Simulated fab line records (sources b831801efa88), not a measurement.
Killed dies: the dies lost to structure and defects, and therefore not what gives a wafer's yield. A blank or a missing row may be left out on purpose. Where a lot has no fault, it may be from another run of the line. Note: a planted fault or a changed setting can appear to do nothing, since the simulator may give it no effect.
Comparing a struck lot with a sound one | flow sky130 | 15 out of 708 route steps
Sound: wafers L567.1, L567.3, L567.5. Wafers struck: L564.3, L564.5, L564.6. The cause comes at the end.
Order at every step that has rows: each side's tool, ch and its chambers, its first start. Under that, the readings that differ: sound wafers | struck wafers | difference of the means | sigmas: that difference in standard deviations of wafers without a fault.
alike: same words and numbers on both sides, and readings whose means sit less than 2 such deviations apart. not compared: any withheld reading, any reading some wafer has no value for, any bound like >300 that may hide the same value, and any number with overlapping values for which the record gives no deviation.
The two part at a step that has a row with sigmas, a row that says differs or no value, or rows on one side only. When numbers do not overlap yet have no deviation, they are printed without sigmas and do not part them. A reading missing from all wafers of one side parts the sides only when that side holds two or more wafers.

first, 6 steps without rows for these wafers: SKY_VIA3_ETCH_15 (etches SiO2 in C4F8/O2/Ar, stops on TiN, target depth 507 nm, time 78 s); SKY_VIA3_STRIP_16 (strips in O2/N2); SKY_VIA3_STRIP_17 (strips in post etch residue remover, time 1200 s); SKY_VIA3_CLEAN_18 (cleans in IPA, time 180 s); SKY_VIA3_CLEAN_19 (cleans in O3/DIW); SKY_VIA3_SPUTTER_20 (material TiN, target thk 20 nm, time 80 s).
SKY_VIA3_CVD_21: deposits W, target thk 390 nm, time 117.31 s.
  sound on cvd-w-02 ch 0,1, day 45 17:26; struck on cvd-w-01 ch 0,1, day 45 03:13
  alike: heater-power-w
SKY_VIA3_RS_MEAS_22: the measuring method here is four-point-probe.
  sound on film-metro-01, day 45 17:33; struck on film-metro-02, day 45 03:20
  alike: VIA3_W_RS
SKY_VIA3_THK_MEAS_23: measures by xrf.
  sound on film-metro-01, day 45 17:40; struck on film-metro-02, day 45 03:26
  alike: VIA3_W_THK
SKY_VIA3_CMP_24: polishes, stops on SiO2, t overpolish 20 s, target thk 0 nm.
  sound on cmp-02 ch 0,1,3, day 45 17:52; struck on cmp-02 ch 1,2,3, day 45 03:38
  alike: motor-current-A, overpolish-run-s, platen-rpm, slurry-flow-ml-min, time-to-endpoint-s
SKY_METAL4_SPUTTER_00: material Ti, target thk 15 nm, time 10 s.
  sound on pvd-sputter-04, day 45 18:04; struck on pvd-sputter-02, day 45 03:47
  alike: cathode-dc-power-W, chamber-pressure-pa, throttle-valve-pct
SKY_METAL4_SPUTTER_01: material TiN, target thk 20 nm, time 16.7 s.
  sound on pvd-sputter-04, day 45 18:06; struck on pvd-sputter-02, day 45 03:48
  alike: cathode-dc-power-W, chamber-pressure-pa, throttle-valve-pct
SKY_METAL4_SPUTTER_02: material AlCu, target thk 735 nm, time 39.1 s.
  sound on pvd-sputter-04, day 45 18:07; struck on pvd-sputter-02, day 45 03:50
  no value came back on the struck wafers for cathode-dc-power-W (W), chamber-pressure-pa (Pa), throttle-valve-pct (%); on the sound wafers cathode-dc-power-W (W) reads 10600 10600 10599
SKY_METAL4_SPUTTER_03: material Ti, target thk 5 nm, time 3.3 s.
  sound on pvd-sputter-04, day 45 18:10; struck on pvd-sputter-02, day 45 03:52
  alike: cathode-dc-power-W, chamber-pressure-pa, throttle-valve-pct
-- the record jumps here: 5 days lie between the struck wafers' starts before and after (it left off in module METAL4 and takes up again in module PAD_OPEN, whose first step shown is number 708 of the route) --
SKY_PAD_OPEN_PROBE_99:
  sound on prober-01, day 50 18:13; struck on prober-02, day 50 06:18
  reading                  | sound          | struck         | difference | sigmas
  defect-limited-yield (%) | 83.9 85.0 83.5 | 0 0 0          | -84        | -38
  killed_at_M4_up          | 2 3 1          | 395 412 402    | +401       | +99 or more
  killed-dies              | 79 74 81       | 492 492 492    | +414       | +38
  killed-on-rim            | 18 18 16       | 96 96 96       | +79        | +23
  sort_bin_5_function (%)  | 9.1 8.3 8.5    | 91.7 93.7 92.1 | +83.9      | +49
  sort-n-pass              | 413 418 411    | 0 0 0          | -414       | -38
  sort-yield-pct (%)       | 83.9 85.0 83.5 | 0 0 0          | -84        | -38
  alike: killed_at_M0_to_M3, killed-at-contacts, killed-at-front-end, killed-at-other, killed-open, killed-short, sort_bin_3_pad_short, sort_bin_6_memory

## WHERE THEY PART
Last at SKY_PAD_OPEN_PROBE_99 as far as this record goes, first at SKY_METAL4_SPUTTER_02.

WHY: whatever the simulator had introduced
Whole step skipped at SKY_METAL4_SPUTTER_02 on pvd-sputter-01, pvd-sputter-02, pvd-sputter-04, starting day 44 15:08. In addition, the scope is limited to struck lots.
